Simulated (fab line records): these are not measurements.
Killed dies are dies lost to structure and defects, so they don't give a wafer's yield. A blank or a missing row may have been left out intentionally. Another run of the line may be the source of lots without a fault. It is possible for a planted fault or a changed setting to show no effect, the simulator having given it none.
Commonality check across tools / flow gf180mcu / 11 lots and 33 wafers in the sample

== REASON FOR OPENING ==
At GF_V5_RS_MEAS_24 the reading V5_W_RS is flagged on 3 of 11 lots. Wafers without a fault read 0.3272 ohm/sq, standard deviation 0.0025.
Rule: a lot is flagged in two cases, either no wafer of it has a number, or all its wafers with numbers fall more than 4 standard deviations from that mean. The other lots count as sound.

lot=L578; measured=day 27 01:23; on=filmMetro-02; V5_W_RS (ohm/sq), wafer by wafer=0.3274 0.3278 0.3290; flag=
lot=L579; measured=day 27 14:10; on=filmMetro-04; V5_W_RS (ohm/sq), wafer by wafer=0.3310 0.3327 0.3291; flag=
lot=L580; measured=day 27 21:54; on=filmMetro-02; V5_W_RS (ohm/sq), wafer by wafer=0.3046 0.3024 0.3012; flag=FLAGGED
lot=L581; measured=day 28 04:08; on=filmMetro-03; V5_W_RS (ohm/sq), wafer by wafer=0.3011 0.2983 0.3007; flag=FLAGGED
lot=L582; measured=day 28 10:11; on=filmMetro-04; V5_W_RS (ohm/sq), wafer by wafer=0.3013 0.3022 0.2988; flag=FLAGGED
lot=L590; measured=day 30 21:01; on=filmMetro-02; V5_W_RS (ohm/sq), wafer by wafer=0.3250 0.3271 0.3253; flag=
lot=L591; measured=day 31 06:17; on=filmMetro-03; V5_W_RS (ohm/sq), wafer by wafer=0.3269 0.3268 0.3241; flag=
lot=L593; measured=day 31 18:41; on=filmMetro-02; V5_W_RS (ohm/sq), wafer by wafer=0.3256 0.3269 0.3250; flag=
lot=L595; measured=day 32 02:26; on=filmMetro-04; V5_W_RS (ohm/sq), wafer by wafer=0.3289 0.3267 0.3283; flag=
lot=L600; measured=day 33 08:47; on=filmMetro-04; V5_W_RS (ohm/sq), wafer by wafer=0.3310 0.3281 0.3254; flag=
lot=L601; measured=day 33 15:52; on=filmMetro-04; V5_W_RS (ohm/sq), wafer by wafer=0.3277 0.3324 0.3322; flag=
The numbers of the flagged lots are 0.3012 ohm/sq on average: -0.0260 ohm/sq against the usual, or -10 standard deviations.

== WHICH TOOL RAN EACH LOT ==
The record holds 3 process steps before the reading, out of a route of 602 steps. Read each cell as the tool, then ch plus the chambers that the sampled wafers visited, then the start.
lot=L578; flag=; GF_M3_STRIP_17=plasmaAsher-04 ch 0,1, day 21 04:33; GF_V4_SPUTTER_21=pvdSputter-04, day 24 07:10; GF_V5_CVD_23=cvdW-02 ch 0,1, day 27 01:17
lot=L579; flag=; GF_M3_STRIP_17=plasmaAsher-03 ch 0,1, day 21 18:22; GF_V4_SPUTTER_21=pvdSputter-02, day 24 19:47; GF_V5_CVD_23=cvdW-02 ch 0,1, day 27 14:02
lot=L580; flag=FLAGGED; GF_M3_STRIP_17=plasmaAsher-04 ch 0,1, day 22 03:43; GF_V4_SPUTTER_21=pvdSputter-04, day 25 04:10; GF_V5_CVD_23=cvdW-02 ch 0,1, day 27 21:47
lot=L581; flag=FLAGGED; GF_M3_STRIP_17=plasmaAsher-03 ch 0,1, day 22 10:42; GF_V4_SPUTTER_21=pvdSputter-04, day 25 10:12; GF_V5_CVD_23=cvdW-02 ch 1, day 28 04:01
lot=L582; flag=FLAGGED; GF_M3_STRIP_17=plasmaAsher-03 ch 0,1, day 22 19:46; GF_V4_SPUTTER_21=pvdSputter-04, day 25 18:25; GF_V5_CVD_23=cvdW-02 ch 0,1, day 28 10:04
lot=L590; flag=; GF_M3_STRIP_17=plasmaAsher-04 ch 0,1, day 25 14:51; GF_V4_SPUTTER_21=pvdSputter-03, day 28 08:34; GF_V5_CVD_23=cvdW-02 ch 0,1, day 30 20:53
lot=L591; flag=; GF_M3_STRIP_17=plasmaAsher-03 ch 0,1, day 26 00:48; GF_V4_SPUTTER_21=pvdSputter-04, day 28 18:12; GF_V5_CVD_23=cvdW-01 ch 0,1, day 31 06:10
lot=L593; flag=; GF_M3_STRIP_17=plasmaAsher-02 ch 0, day 26 16:12; GF_V4_SPUTTER_21=pvdSputter-04, day 29 08:02; GF_V5_CVD_23=cvdW-02 ch 0,1, day 31 18:35
lot=L595; flag=; GF_M3_STRIP_17=plasmaAsher-02 ch 0,1, day 27 02:37; GF_V4_SPUTTER_21=pvdSputter-02, day 29 17:52; GF_V5_CVD_23=cvdW-02 ch 0,1, day 32 02:19
lot=L600; flag=; GF_M3_STRIP_17=plasmaAsher-04 ch 0,1, day 28 15:42; GF_V4_SPUTTER_21=pvdSputter-03, day 31 03:20; GF_V5_CVD_23=cvdW-02 ch 0,1, day 33 08:40
lot=L601; flag=; GF_M3_STRIP_17=plasmaAsher-04 ch 0,1, day 28 22:42; GF_V4_SPUTTER_21=pvdSputter-03, day 31 11:12; GF_V5_CVD_23=cvdW-02 ch 0,1, day 33 15:46
What the steps here do:
- GF_M3_STRIP_17: strips in O2/N2.
- GF_V4_SPUTTER_21: material Ti, target thk 15 nm, time 80.02 s.
- GF_V5_CVD_23: deposits W, target thk 350 nm, time 104.9 s.
- GF_V5_RS_MEAS_24: measures by four-point-probe.

== FLAGGED OVER TOTAL, TOOL BY TOOL (the gauges that took the reading come last) ==
step=GF_M3_STRIP_17; tool=plasmaAsher-02; lots run=2; flagged=0; share of the flagged lots=none; sound lots run after its first flagged lot=-
step=GF_M3_STRIP_17; tool=plasmaAsher-03; lots run=4; flagged=2; share of the flagged lots=some; sound lots run after its first flagged lot=1 (L591)
step=GF_M3_STRIP_17; tool=plasmaAsher-04; lots run=5; flagged=1; share of the flagged lots=some; sound lots run after its first flagged lot=3 (L590,L600,L601)
step=GF_V4_SPUTTER_21; tool=pvdSputter-02; lots run=2; flagged=0; share of the flagged lots=none; sound lots run after its first flagged lot=-
step=GF_V4_SPUTTER_21; tool=pvdSputter-03; lots run=3; flagged=0; share of the flagged lots=none; sound lots run after its first flagged lot=-
step=GF_V4_SPUTTER_21; tool=pvdSputter-04; lots run=6; flagged=3; share of the flagged lots=all; sound lots run after its first flagged lot=2 (L591,L593)
step=GF_V5_CVD_23; tool=cvdW-01; lots run=1; flagged=0; share of the flagged lots=none; sound lots run after its first flagged lot=-
step=GF_V5_CVD_23; tool=cvdW-02; lots run=10; flagged=3; share of the flagged lots=all; sound lots run after its first flagged lot=5 (L590,L593,L595,L600,L601)
step=GF_V5_RS_MEAS_24; tool=filmMetro-02; lots run=4; flagged=1; share of the flagged lots=some; sound lots run after its first flagged lot=2 (L590,L593)
step=GF_V5_RS_MEAS_24; tool=filmMetro-03; lots run=2; flagged=1; share of the flagged lots=some; sound lots run after its first flagged lot=1 (L591)
step=GF_V5_RS_MEAS_24; tool=filmMetro-04; lots run=5; flagged=1; share of the flagged lots=some; sound lots run after its first flagged lot=3 (L595,L600,L601)

== WHAT THE TABLE ALLOWS ==
Table rows that saw every flagged lot: 2, namely pvdSputter-04 at GF_V4_SPUTTER_21 and cvdW-02 at GF_V5_CVD_23.
- pvdSputter-04 at GF_V4_SPUTTER_21: 3 of its 6 lots flagged. After the first flagged lot (L591, L593), sound lots still ran on it; a lasting fault on the whole tool would not permit that.
- cvdW-02 at GF_V5_CVD_23: 3 of its 10 lots flagged. After the first flagged lot (L590, L593, L595, L600, L601), sound lots still ran on it; a lasting fault on the whole tool would not permit that.
Every row of the table either missed a flagged lot or ran a sound lot after the first.

== WHAT THE SIMULATOR HAD PUT IN ==
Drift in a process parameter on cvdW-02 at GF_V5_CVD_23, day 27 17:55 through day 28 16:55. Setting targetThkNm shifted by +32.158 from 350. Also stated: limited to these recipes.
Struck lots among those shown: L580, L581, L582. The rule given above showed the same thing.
